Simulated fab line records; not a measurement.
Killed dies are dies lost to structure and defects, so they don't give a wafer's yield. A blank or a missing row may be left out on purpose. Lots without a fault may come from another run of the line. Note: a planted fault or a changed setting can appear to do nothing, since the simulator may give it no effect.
The tool behind it: which one? | flow gf180mcu | 12 lots, 34 wafers sampled, at 5 steps of a route of 602

## WHAT EACH GAUGE READ, for each wafer
GF_V4_THK_MEAS_01.
lot  | measured     | on            | V4_CVD_00_THK (nm)
L246 | day 23 17:30 | film metro-02 | 606 607 615
L247 | day 23 23:13 | film metro-02 | 605 607 605
L248 | day 24 10:59 | film metro-02 | 593 590 605
L249 | day 24 14:16 | film metro-03 | 595 594 594
L254 | day 26 07:58 | film metro-02 | 607 598 594
L258 | day 27 14:38 | film metro-04 | 603
L259 | day 28 05:10 | film metro-04 | 603 603 608
L261 | day 28 17:58 | film metro-04 | 596 605 591
L262 | day 28 20:40 | film metro-02 | 598 600 603
L266 | day 30 03:11 | film metro-04 | 592 600 601
L268 | day 30 12:00 | film metro-03 | 588 597 595
L269 | day 30 14:49 | film metro-04 | 589 598 603

GF_M5_CD_MEAS_07 targets a cd of 280 nm.
lot  | measured     | on        | cd nm (nm)
L246 | day 26 13:24 | cd sem-01 | 277.9 278.6 280.2
L247 | day 26 18:53 | cd sem-02 | 279.7 277.9 279.7
L248 | day 27 05:42 | cd sem-01 | 280.2 279.6 279.9
L249 | day 27 09:25 | cd sem-01 | 282.4 282.4 281.9
L254 | day 28 23:58 | cd sem-01 | 279.6 279.6 280.2
L258 | day 30 03:24 | cd sem-01 | 280.0
L259 | day 30 17:15 | cd sem-01 | 280.2 280.7 280.9
L261 | day 31 04:14 | cd sem-01 | 279.7 280.9 279.8
L262 | day 31 06:55 | cd sem-01 | 282.0 282.6 282.2
L266 | day 32 11:08 | cd sem-01 | 279.0 278.9 279.6
L268 | day 32 18:35 | cd sem-02 | 280.3 280.0 279.5
L269 | day 32 21:24 | cd sem-02 | 282.5 280.8 281.6

GF_V5_BOW_MEAS_05.
lot  | measured     | on            | V5_BOW (um)
L246 | day 26 14:48 | film metro-01 | 132 129 135
L247 | day 26 20:17 | film metro-03 | 135 132 140
L248 | day 27 07:06 | film metro-01 | 118 122 127
L249 | day 27 10:49 | film metro-04 | 126 130 135
L254 | day 29 01:25 | film metro-01 | 141 140 145
L258 | day 30 04:48 | film metro-03 | 129 -
L259 | day 30 18:40 | film metro-04 | 144 127 131 - - -
L261 | day 31 05:45 | film metro-03 | 142 146 139
L262 | day 31 08:26 | film metro-04 | 136 129 118
L266 | day 32 12:38 | film metro-04 | 134 140 136
L268 | day 32 19:59 | film metro-01 | 141 143 145
L269 | day 32 23:12 | film metro-04 | 140 127 126

## WHICH TOOL RAN EACH LOT (tool, then ch and the chambers of the sampled wafers, then the start)
lot  | GF_M4_STRIP_17                       | GF_V5_CMP_04
L246 | plasma asher-01 ch 0,1, day 23 16:48 | cmp-02 ch 0,1, day 26 14:33
L247 | plasma asher-02 ch 1, day 23 22:33   | cmp-02 ch 0,2,3, day 26 20:01
L248 | plasma asher-01 ch 0,1, day 24 09:55 | cmp-01 ch 0,1,2, day 27 06:52
L249 | plasma asher-01 ch 0,1, day 24 13:32 | cmp-02 ch 0,1,2, day 27 10:37
L254 | plasma asher-02 ch 0,1, day 26 07:21 | cmp-02 ch 0,2,3, day 29 01:10
L258 | plasma asher-04 ch 0, day 27 14:02   | cmp-01 ch 0, day 30 04:33
L259 | plasma asher-02 ch 0,1, day 28 04:32 | cmp-01 ch 0,2,3, day 30 18:28
L261 | plasma asher-02 ch 1, day 28 17:21   | cmp-02 ch 0,1, day 31 05:26
L262 | plasma asher-04 ch 0,1, day 28 20:03 | cmp-02 ch 0,1,2, day 31 08:16
L266 | plasma asher-02 ch 0,1, day 30 02:32 | cmp-02 ch 0,1,2, day 32 12:20
L268 | plasma asher-02 ch 0,1, day 30 10:59 | cmp-02 ch 0,1,3, day 32 19:40
L269 | plasma asher-02 ch 0,1, day 30 14:02 | cmp-02 ch 1,2,3, day 32 22:59
- GF_M4_STRIP_17: strips in O2/N2.
- GF_V5_CMP_04: polishes SiO2.

## AS READ BY THE TOOLS THEMSELVES (means over the sampled wafers that have a number; for cases with no such wafer, the mark the record gives instead)
GF_M4_STRIP_17.
lot  | tool            | drypump motor current A (A) | heater power w (W) | oes product au (a.u.) | strip time to endpoint s (s)
L246 | plasma asher-01 | 5.2                         | 335                | 0.553                 | 7.86
L247 | plasma asher-02 | 6.2                         | 292                | 0.560                 | 7.93
L248 | plasma asher-01 | 5.2                         | 332                | 0.557                 | 7.81
L249 | plasma asher-01 | 5.2                         | 335                | 0.557                 | 7.87
L254 | plasma asher-02 | 6.2                         | 299                | 0.556                 | 7.85
L258 | plasma asher-04 | 5.2                         | 320                | 0.561                 | 7.85
L259 | plasma asher-02 | 6.2                         | 301                | 0.557                 | 7.84
L261 | plasma asher-02 | 6.2                         | 287                | 0.560                 | 7.83
L262 | plasma asher-04 | 5.4                         | 333                | 0.561                 | 7.95
L266 | plasma asher-02 | 6.3                         | 300                | 0.553                 | 7.79
L268 | plasma asher-02 | 6.3                         | 301                | 0.557                 | 7.84
L269 | plasma asher-02 | 6.3                         | 303                | 0.560                 | 7.89

GF_V5_CMP_04.
lot  | tool   | motor current A (A)
L246 | cmp-02 | 12.6
L247 | cmp-02 | 11.6
L248 | cmp-01 | 12.6
L249 | cmp-02 | 12.2
L254 | cmp-02 | 11.5
L258 | cmp-01 | 13.4
L259 | cmp-01 | 13.3
L261 | cmp-02 | 13.0
L262 | cmp-02 | 12.3
L266 | cmp-02 | 12.4
L268 | cmp-02 | 12.7
L269 | cmp-02 | 12.5

## THE ANSWER, worked out from the rows above alone
Rule: what is usual is taken from the lots themselves. The widest of any qualifying gaps counts: lots, ordered by their means at a reading, are off when they make up no more than a third of the lots, leave a main group of 4 or more, and stand apart from it by 3 or more times the standard deviation of that group's means. If all means in a main group match to the digits the tables above print for the reading, that group is not used. Also off: a lot with no number at a reading for which 4 or more lots have one. The other lots that the step has rows for count as sound. The gauges are gone through in route order, then the tools' own readings, and for those a lot's mean is taken as printed above. The first step at which some lot is off is used, and at that step the reading that is off furthest; a lot without a number counts as furthest.
Across all readings shown, no lot is off: no conclusion can be drawn from this.

## WHAT THE SIMULATOR HAD INSERTED
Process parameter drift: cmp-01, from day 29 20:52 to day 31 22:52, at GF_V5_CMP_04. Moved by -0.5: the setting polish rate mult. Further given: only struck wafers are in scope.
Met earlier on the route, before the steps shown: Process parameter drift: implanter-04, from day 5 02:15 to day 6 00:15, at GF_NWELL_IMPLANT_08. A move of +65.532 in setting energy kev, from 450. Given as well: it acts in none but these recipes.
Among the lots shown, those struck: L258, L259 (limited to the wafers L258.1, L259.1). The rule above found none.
